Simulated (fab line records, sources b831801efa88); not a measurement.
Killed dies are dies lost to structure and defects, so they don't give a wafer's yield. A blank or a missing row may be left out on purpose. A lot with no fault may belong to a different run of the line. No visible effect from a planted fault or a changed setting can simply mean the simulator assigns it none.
Which tool was responsible?	flow gf180mcu	Sampling: 14 lots, 42 wafers, 5 of 602 route steps

WHAT THE GAUGES SHOWED, per wafer
GF_V3_RS_MEAS_24: measures by four-point-probe.
lot	measured	on	V3_W_RS (ohm/sq)
L347	day 22 20:41	filmMetro-03	0.327 0.324 0.325
L349	day 23 20:02	filmMetro-02	0.327 0.321 0.323
L354	day 25 08:14	filmMetro-03	0.329 0.326 0.328
L356	day 25 20:07	filmMetro-01	0.330 0.330 0.324
L358	day 26 11:38	filmMetro-02	0.328 0.328 0.328
L359	day 26 22:50	filmMetro-02	0.324 0.329 0.326
L360	day 27 06:48	filmMetro-01	0.327 0.331 0.328
L361	day 27 08:01	filmMetro-02	0.326 0.331 0.327
L362	day 27 17:11	filmMetro-03	0.330 0.330 0.330
L363	day 27 23:55	filmMetro-03	0.326 0.329 0.328
L365	day 28 15:02	filmMetro-01	0.327 0.329 0.326
L366	day 28 23:31	filmMetro-01	0.324 0.322 0.329
L367	day 29 06:55	filmMetro-03	0.318 0.325 0.323
L369	day 29 17:50	filmMetro-03	0.327 0.331 0.326

GF_M4_RS_MEAS_05: measures by four-point-probe.
lot	measured	on	M4_ALCU_RS (ohm/sq)
L347	day 22 21:23	filmMetro-02	0.0695 0.0701 0.0703
L349	day 23 20:44	filmMetro-03	0.0686 0.0695 0.0697
L354	day 25 08:56	filmMetro-02	0.0718 0.0703 0.0711
L356	day 25 20:49	filmMetro-02	0.0691 0.0693 0.0704
L358	day 26 12:20	filmMetro-02	0.0693 0.0708 0.0696
L359	day 26 23:32	filmMetro-04	0.0716 0.0710 0.0705
L360	day 27 07:30	filmMetro-03	0.0689 0.0689 0.0679
L361	day 27 08:43	filmMetro-02	0.0687 0.0692 0.0698
L362	day 27 17:53	filmMetro-04	0.0705 0.0704 0.0705
L363	day 28 00:37	filmMetro-04	0.0689 0.0694 0.0696
L365	day 28 15:44	filmMetro-04	0.0688 0.0698 0.0692
L366	day 29 00:13	filmMetro-03	0.0711 0.0713 0.0713
L367	day 29 07:37	filmMetro-02	0.0694 0.0697 0.0700
L369	day 29 18:32	filmMetro-03	0.0692 0.0695 0.0693

GF_V4_THK_MEAS_01.
lot	measured	on	V4_CVD_00_THK (nm)
L347	day 23 20:21	filmMetro-02	611 601 611
L349	day 24 19:19	filmMetro-01	610 604 603
L354	day 26 07:33	filmMetro-02	1205 1206 1198 1205 1206 1198
L356	day 26 17:48	filmMetro-04	597 603 599
L358	day 27 10:13	filmMetro-04	605 599 603
L359	day 27 20:20	filmMetro-01	1219 1205 1213 1218 1205 1213
L360	day 28 03:20	filmMetro-02	606 614 607
L361	day 28 05:08	filmMetro-01	598 604 607
L362	day 28 13:46	filmMetro-02	597 597 603
L363	day 28 20:55	filmMetro-01	593 598 596
L365	day 29 12:01	filmMetro-04	600 604 610
L366	day 29 20:20	filmMetro-04	598 600 597
L367	day 30 03:32	filmMetro-04	605 603 612
L369	day 30 13:34	filmMetro-04	601 601 602

GF_V4_BOW_MEAS_05.
lot	measured	on	V4_BOW (um)
L347	day 23 21:07	filmMetro-01	145 141 143
L349	day 24 19:52	filmMetro-02	128 139 134
L356	day 26 18:31	filmMetro-01	135 145 146
L358	day 27 10:55	filmMetro-01	127 128 121
L360	day 28 03:50	filmMetro-04	132 123 126
L361	day 28 05:38	filmMetro-02	133 135 139
L362	day 28 14:16	filmMetro-01	152 140 132
L363	day 28 21:24	filmMetro-02	145 145 137
L365	day 29 12:31	filmMetro-02	126 125 133
L366	day 29 20:50	filmMetro-04	134 140 131
L367	day 30 04:03	filmMetro-04	137 138 131
L369	day 30 14:04	filmMetro-01	134 130 120

WHICH TOOL RAN EACH LOT (tool, then ch and the chambers of the sampled wafers, then the start)
lot	GF_V4_CVD_00
L347	hdpcvd-02 ch 1,2, day 23 20:15
L349	hdpcvd-02 ch 0,1, day 24 19:14
L354	hdpcvd-02 ch 0,2, day 26 07:13
L356	hdpcvd-01 ch 0,1, day 26 17:44
L358	hdpcvd-01 ch 0,1, day 27 10:09
L359	hdpcvd-01 ch 1,2, day 27 20:00
L360	hdpcvd-01 ch 0,1,2, day 28 03:16
L361	hdpcvd-01 ch 0,1, day 28 05:03
L362	hdpcvd-01 ch 1,2, day 28 13:40
L363	hdpcvd-01 ch 0,1, day 28 20:50
L365	hdpcvd-01 ch 0,2, day 29 11:57
L366	hdpcvd-02 ch 0,1, day 29 20:15
L367	hdpcvd-01 ch 1,2, day 30 03:28
L369	hdpcvd-01 ch 0,2, day 30 13:30
- GF_V4_CVD_00: deposits SiO2, target thk 600 nm, time 100 s.

WHAT THE TOOLS THEMSELVES READ (means of the sampled wafers that have a number; where no wafer has one, the mark that the record gives instead)
GF_V4_CVD_00.
lot	tool	susceptorTempC (C)
L347	hdpcvd-02	400.10
L349	hdpcvd-02	400.01
L354	hdpcvd-02	400.02
L356	hdpcvd-01	399.91
L358	hdpcvd-01	400.10
L359	hdpcvd-01	400.19
L360	hdpcvd-01	399.93
L361	hdpcvd-01	400.07
L362	hdpcvd-01	399.67
L363	hdpcvd-01	399.92
L365	hdpcvd-01	399.98
L366	hdpcvd-02	399.85
L367	hdpcvd-01	399.92
L369	hdpcvd-01	400.12

THE ANSWER, worked out from the rows above alone
Rule: the lots themselves supply what counts as usual. The widest of any qualifying gaps counts: lots, ordered by their means at a reading, are off when they make up no more than a third of the lots, leave a main group of 4 or more, and stand apart from it by 3 or more times the standard deviation of that group's means. The tables above print the reading to a certain number of digits; a main group whose means all agree to those digits is not used. A lot without any number at a reading at which 4 lots or more have one is off too. Where the step has rows for the other lots, those lots are counted as sound. After the gauges, taken in route order, come the tools' own readings; for these a lot's mean is taken, as printed above. At the first step where some lot is off, the reading lying furthest off is the one used; lots without a number count as furthest.
Off: L354, L359, seen at GF_V4_THK_MEAS_01 (V4_CVD_00_THK). The main group: mean 603 nm, standard deviation 3.9.
If a tool, at a process step before that reading, ran all the lots that are off and no sound lot after the first of them, it fits. The gauges at GF_V4_THK_MEAS_01 are tried like those tools. Not one of the candidates tried fits.

WHAT HAD BEEN PUT IN BY THE SIMULATOR
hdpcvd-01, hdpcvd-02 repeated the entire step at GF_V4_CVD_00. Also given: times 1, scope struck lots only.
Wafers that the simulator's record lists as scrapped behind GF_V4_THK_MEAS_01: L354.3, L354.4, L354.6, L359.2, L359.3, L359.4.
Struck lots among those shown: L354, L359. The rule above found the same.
